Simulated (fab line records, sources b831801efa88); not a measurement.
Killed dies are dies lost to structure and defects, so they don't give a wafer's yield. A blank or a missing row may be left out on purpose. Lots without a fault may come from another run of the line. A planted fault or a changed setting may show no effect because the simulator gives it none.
Which tool did it? | flow gf180mcu | 24 lots, 72 wafers sampled, at 3 steps of a route of 602

WHAT THE GAUGES READ, wafer by wafer
GF_LVPWELL_OVL_MEAS_07. Usual: LVPWELL_OVL 0.5 nm, standard deviation 1.6.
lot  | measured    | on         | LVPWELL_OVL (nm) | flag
L074 | day 3 20:36 | overlay-01 | 1.8 -0.1 0.6     |
L075 | day 4 02:17 | overlay-01 | 2.9 4.4 2.5      |
L076 | day 4 06:44 | overlay-02 | -3.1 0.4 -0.3    |
L077 | day 4 14:21 | overlay-02 | 0.3 0.6 1.1      |
L078 | day 4 18:42 | overlay-01 | 0.9 0.5 0.7      |
L079 | day 5 00:19 | overlay-02 | 1.3 -0.3 -0.4    |
L080 | day 5 05:15 | overlay-02 | 2.0 -0.2 0.1     |
L081 | day 5 13:44 | overlay-01 | 0.4 -0.3 -0.1    |
L082 | day 5 16:50 | overlay-01 | -0.7 0.3 0.4     |
L083 | day 5 23:15 | overlay-01 | -0.1 -1.6 0.6    |
L084 | day 6 04:50 | overlay-01 | 1.3 1.4 1.5      |
L085 | day 6 11:47 | overlay-02 | -3.3 -2.3 -0.8   |
L086 | day 6 16:13 | overlay-01 | -1.8 0.2 -0.4    |
L087 | day 6 21:29 | overlay-01 | 2.7 3.4 2.5      |
L088 | day 7 04:32 | overlay-02 | -0.9 -0.4 -1.6   |
L089 | day 7 08:23 | overlay-02 | 0.7 -0.8 -0.7    |
L090 | day 7 14:33 | overlay-01 | -1.4 -2.5 -2.2   |
L091 | day 7 20:14 | overlay-01 | 1.1 -2.3 0.8     |
L092 | day 8 01:47 | overlay-02 | -0.9 -0.1 -1.3   |
L093 | day 8 07:53 | overlay-01 | 1.1 -1.3 1.9     |
L094 | day 8 15:05 | overlay-01 | 0.5 -0.3 1.1     |
L095 | day 8 19:13 | overlay-01 | 3.7 2.4 3.9      |
L096 | day 9 00:36 | overlay-01 | 0.3 3.0 0.2      |
L097 | day 9 11:25 | overlay-01 | 2.4 2.6 0.8      |

GF_NSD_CD_MEAS_07: target cd 400 nm. Usual: cd_nm 400.2 nm, standard deviation 2.2.
lot  | measured     | on        | cd_nm (nm)        | flag
L074 | day 13 07:26 | cd_sem-02 | 402.8 404.7 403.5 |
L075 | day 13 15:00 | cd_sem-02 | 403.2 403.7 402.6 |
L076 | day 14 00:46 | cd_sem-01 | 398.8 396.0 397.6 |
L077 | day 14 11:02 | cd_sem-01 | 400.6 400.0 402.0 |
L078 | day 14 18:01 | cd_sem-01 | 402.5 403.2 401.2 |
L079 | day 15 02:04 | cd_sem-01 | 398.9 403.1 400.4 |
L080 | day 15 06:49 | cd_sem-02 | 399.4 398.3 398.1 |
L081 | day 15 21:44 | cd_sem-02 | 402.3 402.8 400.8 |
L082 | day 15 22:08 | cd_sem-02 | 398.8 400.7 398.1 |
L083 | day 16 11:19 | cd_sem-01 | 398.6 399.7 398.5 |
L084 | day 16 18:50 | cd_sem-01 | 400.6 400.7 400.9 |
L085 | day 17 07:38 | cd_sem-02 | 400.2 401.8 400.6 |
L086 | day 17 11:17 | cd_sem-02 | 399.2 401.9 401.4 |
L087 | day 17 18:37 | cd_sem-01 | 396.0 396.2 397.7 |
L088 | day 18 06:59 | cd_sem-02 | 396.6 396.2 396.9 |
L089 | day 18 11:59 | cd_sem-01 | 401.6 400.4 404.5 |
L090 | day 18 17:43 | cd_sem-02 | 395.9 398.7 397.9 |
L091 | day 19 03:18 | cd_sem-01 | 401.5 401.4 401.5 |
L092 | day 19 10:29 | cd_sem-01 | 402.8 399.3 400.9 |
L093 | day 19 21:16 | cd_sem-01 | 401.6 399.1 398.9 |
L094 | day 20 08:13 | cd_sem-02 | 396.9 396.6 397.4 |
L095 | day 20 16:10 | cd_sem-01 | 401.1 399.6 401.0 |
L096 | day 20 20:34 | cd_sem-02 | 402.4 400.9 402.7 |
L097 | day 21 12:46 | cd_sem-02 | 399.6 398.7 396.9 |

WHICH TOOL RAN EACH LOT (tool, then ch and the chambers of the sampled wafers, then the start)
lot  | GF_VT_IMPLANT_STRIP_09
L074 | plasma_asher-04 ch 0,1, day 5 15:19
L075 | plasma_asher-04 ch 0, day 5 21:34
L076 | plasma_asher-01 ch 0,1, day 6 02:43
L077 | plasma_asher-01 ch 0,1, day 6 11:09
L078 | plasma_asher-03 ch 0,1, day 6 16:37
L079 | plasma_asher-03 ch 0,1, day 6 22:13
L080 | plasma_asher-01 ch 0,1, day 7 02:35
L081 | plasma_asher-01 ch 0,1, day 7 11:19
L082 | plasma_asher-03 ch 0, day 7 15:28
L083 | plasma_asher-03 ch 0,1, day 7 23:11
L084 | plasma_asher-01 ch 0,1, day 8 04:55
L085 | plasma_asher-03 ch 0,1, day 8 11:25
L086 | plasma_asher-01 ch 0,1, day 8 17:37
L087 | plasma_asher-03 ch 0,1, day 8 23:08
L088 | plasma_asher-04 ch 0,1, day 9 07:02
L089 | plasma_asher-04 ch 0, day 9 10:10
L090 | plasma_asher-01 ch 0,1, day 9 17:20
L091 | plasma_asher-01 ch 1, day 9 23:22
L092 | plasma_asher-03 ch 0,1, day 10 04:04
L093 | plasma_asher-04 ch 0,1, day 10 13:40
L094 | plasma_asher-04 ch 0,1, day 10 20:43
L095 | plasma_asher-04 ch 0,1, day 11 01:10
L096 | plasma_asher-04 ch 0,1, day 11 07:17
L097 | plasma_asher-04 ch 0,1, day 11 18:34
- GF_VT_IMPLANT_STRIP_09: strips in O2/N2.

WHAT THE TOOLS THEMSELVES READ (means of the sampled wafers that have a number; where no wafer has one, the mark that the record gives instead)
GF_VT_IMPLANT_STRIP_09. Usual: drypump_motor_current_A 5.7 A, standard deviation 0.44; heater_power_w 340 W, standard deviation 25; oes_product_au 0.715 a.u., standard deviation 0.0046; strip_time_to_endpoint_s 12.63 s, standard deviation 0.03.
lot  | tool            | drypump_motor_current_A (A) | heater_power_w (W) | oes_product_au (a.u.) | strip_time_to_endpoint_s (s) | flag
L074 | plasma_asher-04 | 5.3                         | 358                | 0.713                 | 12.66                        |
L075 | plasma_asher-04 | 5.3                         | 346                | 0.713                 | 12.60                        |
L076 | plasma_asher-01 | 5.9                         | 333                | 0.712                 | 12.62                        |
L077 | plasma_asher-01 | 5.9                         | 317                | 0.718                 | 12.67                        |
L078 | plasma_asher-03 | 5.7                         | 344                | 0.711                 | 12.62                        |
L079 | plasma_asher-03 | 5.7                         | 345                | 0.713                 | 12.66                        |
L080 | plasma_asher-01 | 5.9                         | 320                | 0.718                 | 12.62                        |
L081 | plasma_asher-01 | 5.9                         | 332                | 0.715                 | 12.62                        |
L082 | plasma_asher-03 | 6.6                         | 308                | 0.712                 | 12.59                        |
L083 | plasma_asher-03 | 6.2                         | 325                | 0.720                 | 12.64                        |
L084 | plasma_asher-01 | 5.9                         | 323                | 0.712                 | 12.64                        |
L085 | plasma_asher-03 | 6.1                         | 328                | 0.713                 | 12.61                        |
L086 | plasma_asher-01 | 5.9                         | 334                | 0.717                 | 12.67                        |
L087 | plasma_asher-03 | 5.8                         | 340                | 0.720                 | 12.62                        |
L088 | plasma_asher-04 | 5.3                         | 354                | 0.722                 | 12.61                        |
L089 | plasma_asher-04 | 5.3                         | 347                | 0.714                 | 12.67                        |
L090 | plasma_asher-01 | 5.9                         | 317                | 0.712                 | 12.66                        |
L091 | plasma_asher-01 | 6.0                         | 345                | 0.715                 | 12.62                        |
L092 | plasma_asher-03 | 6.2                         | 327                | 0.717                 | 12.63                        |
L093 | plasma_asher-04 | 5.3                         | 360                | 0.718                 | 12.61                        |
L094 | plasma_asher-04 | 5.4                         | 363                | 0.714                 | 12.59                        |
L095 | plasma_asher-04 | 5.3                         | 348                | 0.716                 | 12.67                        |
L096 | plasma_asher-04 | 5.3                         | 351                | 0.715                 | 12.68                        |
L097 | plasma_asher-04 | 5.3                         | 350                | 0.718                 | 12.62                        |

THE ANSWER, worked out from the rows above alone
Rule: a lot is off if the mean of its wafers that have a number lies more than 3 standard deviations from the usual mean. A lot without any number at a reading at which 4 lots or more have one is off too. The other lots that the step has rows for count as sound. The gauges are gone through in route order, then the tools' own readings, and for those a lot's mean is taken as printed above. The first step at which some lot is off is used, and at that step the reading that is off furthest; a lot without a number counts as furthest.
No lot is off at any reading shown: from this, nothing can be told.

WHAT THE SIMULATOR HAD PUT IN
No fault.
